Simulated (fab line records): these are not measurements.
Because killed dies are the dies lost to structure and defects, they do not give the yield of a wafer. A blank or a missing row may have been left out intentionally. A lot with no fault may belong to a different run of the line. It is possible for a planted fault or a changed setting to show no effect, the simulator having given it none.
Comparing a struck lot with a sound one :: flow sky130 :: 13 steps out of a route of 708
Sound: the wafers L688.1, L688.2, L688.6. Struck: wafers L678.2, L678.3, L678.6. Last of all comes the cause.
Order at every step that has rows: each side's tool, ch and its chambers, its first start. Under that, the readings that differ: sound wafers :: struck wafers :: difference of the means :: sigmas: that difference in standard deviations of wafers without a fault.
alike: same words and numbers on both sides, and readings whose means sit less than 2 such deviations apart. not compared: any withheld reading, any reading some wafer has no value for, any bound like >300 that may hide the same value, and any number with overlapping values for which the record gives no deviation.
Wherever a step has rows on one side only, a row that says differs or no value, or a row with sigmas, the two part there. Numbers that don't overlap but have no deviation are shown without sigmas and don't part them. A reading missing from all wafers of one side parts the sides only when that side holds two or more wafers.

SKY_VIA2_CD_MEAS_12: target cd 200 nm.
  sound on cd sem-01 at day 41 14:43; struck on cd sem-01 at day 38 18:52
  alike: cd nm
SKY_VIA2_OVL_MEAS_13:
  sound on overlay-01 at day 41 14:50; struck on overlay-01 at day 38 18:58
  alike: VIA2_OVL
SKY_VIA2_ETCH_14: etches BARC in N2/H2, stops on SiO2, time 45.9 s, target depth 60 nm.
  sound on rie diel-01 ch 1,2, day 41 14:52; struck on rie diel-01 ch 0,2,3, day 38 19:00
reading: throttle valve pct (%)
sound: 13.219 13.215 13.208
struck: 13.235 13.232 13.233
difference: +0.019
sigmas: +2
  alike: bias w, drypump motor current A, oes product au, rf fwd power W
  not compared: rf hours counter h
SKY_VIA2_ETCH_15: etches SiO2 in C4F8/O2/Ar, stops on TiN, target depth 546 nm, time 84 s.
  sound on rie diel-01 ch 1,2, day 41 14:55; struck on rie diel-01 ch 0,2,3, day 38 19:02
  alike: bias w, oes product au, rf fwd power W
SKY_VIA2_STRIP_16: strips in O2/N2.
  sound on plasma asher-04 ch 0,1, day 41 14:58; struck on plasma asher-03 ch 0,1, day 38 19:06
  alike: drypump motor current A, oes product au, strip time to endpoint s
  not compared: rf hours counter h
then, 3 steps without rows for these wafers: SKY_VIA2_STRIP_17 (strips in post etch residue remover, time 1200 s); SKY_VIA2_CLEAN_18 (cleans in IPA, time 180 s); SKY_VIA2_CLEAN_19 (cleans in O3/DIW).
SKY_VIA2_SPUTTER_20: material TiN, target thk 20 nm, time 80 s.
  sound on pvd sputter-04 at day 41 15:34; struck on pvd sputter-02 at day 38 19:45
  alike: throttle valve pct
SKY_VIA2_CVD_21: deposits W, target thk 420 nm, time 126.4 s.
  sound on cvd w-02 ch 0,1, day 41 15:38; struck on cvd w-02 ch 0, day 38 19:52
  alike: heater power outer w, heater power w
SKY_VIA2_RS_MEAS_22: the measuring method here is four-point-probe.
  sound on film metro-02 at day 41 15:46; struck on film metro-01 at day 38 20:05
  alike: VIA2_W_RS
SKY_VIA2_THK_MEAS_23: measures by xrf.
  sound on film metro-02 at day 41 15:53; struck on film metro-01 at day 38 20:12
reading: VIA2_W_THK (nm)
sound: 424 413 414
struck: 437 427 432
difference: +15
sigmas: +3
SKY_VIA2_CMP_24: polishes, stops on SiO2, t overpolish 20 s, target thk 0 nm.
  sound on cmp-02 ch 0,2,3, day 41 15:56; struck on cmp-01 ch 0,1,3, day 38 20:18
  no value came back on the struck wafers for any of 5 readings (edge zone pressure frac, head pressure psi (psi) and others); on the sound wafers edge zone pressure frac reads 1.002 1.006 0.997
reading: model.W_of_VIA2_CVD_21.thk nm (nm)
sound: 0 0 0
struck: 428.7 423.4 423.2
difference: +425.1
sigmas: 

reading: model.SiO2_of_VIA2_HDPCVD_00.thk nm (nm)
sound: 491.2 489.9 490.1
struck: 492.4 494.9 494.4
difference: +3.5
sigmas: 

## WHERE THEY PART
Last at SKY_VIA2_CMP_24 as far as this record goes, first at SKY_VIA2_ETCH_14.

WHY: whatever the simulator had introduced
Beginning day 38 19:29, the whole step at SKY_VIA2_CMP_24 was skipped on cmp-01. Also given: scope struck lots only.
